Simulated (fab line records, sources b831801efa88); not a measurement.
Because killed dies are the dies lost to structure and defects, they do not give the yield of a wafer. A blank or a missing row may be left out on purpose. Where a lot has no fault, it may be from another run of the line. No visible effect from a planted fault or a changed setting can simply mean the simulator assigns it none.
Struck lot and sound lot, side by side / flow sky130 / 15 out of 708 route steps
Sound: these wafers, L616.1, L616.2, L616.6. Struck: wafer L625.3 (left out: L625.2, L625.5 of the same lot, which were not struck); the cause appears at the end.
For every step that has rows: the tool of each side, followed by ch and its chambers, followed by its first start. Under that, the readings that differ: sound wafers / struck wafers / difference of the means / sigmas: that difference in standard deviations of wafers without a fault.
alike: readings whose means differ by less than 2 such deviations, and words and numbers that are the same on both sides. not compared: withheld readings, readings that some wafer has no value for, bounds like >300 that may hide the same value, and numbers for which the record gives no deviation and whose values overlap.
A row with sigmas, a row that says differs or no value, or rows on one side alone: a step with any of these is where the two part. When numbers do not overlap yet have no deviation, they are printed without sigmas and do not part them. A reading missing from all wafers of one side parts the sides only when that side holds two or more wafers.

first, 4 steps without rows for these wafers: SKY_VIA1_SOFTBAKE_08 (time 90 s); SKY_VIA1_EXPOSE_09 (exposes mask VIM, target cd 150 nm); SKY_VIA1_PEB_10; SKY_VIA1_DEVELOP_11 (develop time 60 s).
SKY_VIA1_CD_MEAS_12: the cd target is 150 nm.
  sound on cd_sem-02, day 34 20:52; struck on cd_sem-02, day 37 10:32
  alike: cd_nm
SKY_VIA1_OVL_MEAS_13:
  sound on overlay-01, day 34 20:59; struck on overlay-01, day 37 10:38
  alike: VIA1_OVL
SKY_VIA1_ETCH_14: etches BARC in N2/H2, stops on SiO2, time 45.9 s, target depth 60 nm.
  sound on rie_diel-01 ch 1,3, day 34 21:02; struck on rie_diel-01 ch 1, day 37 10:40
  alike: drypump_motor_current_A, oes_product_au, throttle_valve_pct
  not compared: rf_hours_counter_h
SKY_VIA1_ETCH_15: etches SiO2 in C4F8/O2/Ar, stops on TiN, target depth 351 nm, time 54 s.
  sound on rie_diel-01 ch 1,3, day 34 21:04; struck on rie_diel-01 ch 1, day 37 10:43
  alike: oes_product_au
  not compared: rf_hours_counter_h
SKY_VIA1_STRIP_16: strips in O2/N2.
  sound on plasma_asher-02 ch 0,1, day 34 21:07; struck on plasma_asher-01 ch 1, day 37 10:46
  alike: drypump_motor_current_A, oes_product_au, strip_time_to_endpoint_s
  not compared: rf_hours_counter_h
then, 3 steps without rows for these wafers: SKY_VIA1_STRIP_17 (strips in post etch residue remover, time 1200 s); SKY_VIA1_CLEAN_18 (cleans in IPA, time 180 s); SKY_VIA1_CLEAN_19 (cleans in O3/DIW).
SKY_VIA1_SPUTTER_20: material TiN, target thk 20 nm, time 80 s.
  sound on pvd_sputter-03, day 34 21:43; struck on pvd_sputter-03, day 37 11:21
reading=model.TiN_of_VIA1_SPUTTER_20.thk_nm (nm); sound=19.83 20.16 20.28; struck=28.61; difference=+8.52; sigmas=
  alike: throttle_valve_pct
SKY_VIA1_CVD_21: deposits W, target thk 270 nm, time 80.902 s.
  sound on cvd_w-01 ch 0,1, day 34 21:46; struck on cvd_w-01 ch 0, day 37 11:25
  alike: heater_power_w
-- the record jumps here: 11 days lie between the struck wafers' starts before and after (it left off in module VIA1 and takes up again in module PAD_OPEN, whose first step shown is number 708 of the route) --
SKY_PAD_OPEN_PROBE_99:
  sound on prober-01, day 46 12:54; struck on prober-01, day 48 15:58
  alike: defect_limited_yield, killed_at_M0_to_M3, killed_at_M4_up, killed_at_contacts, killed_at_front_end, killed_at_other, killed_dies, killed_open, killed_short, sort_bin_3_pad_short, sort_bin_5_function, sort_bin_6_memory, sort_n_pass, sort_yield_pct

WHERE THEY PART
Nowhere in this record.

WHY: what had been put in by the simulator
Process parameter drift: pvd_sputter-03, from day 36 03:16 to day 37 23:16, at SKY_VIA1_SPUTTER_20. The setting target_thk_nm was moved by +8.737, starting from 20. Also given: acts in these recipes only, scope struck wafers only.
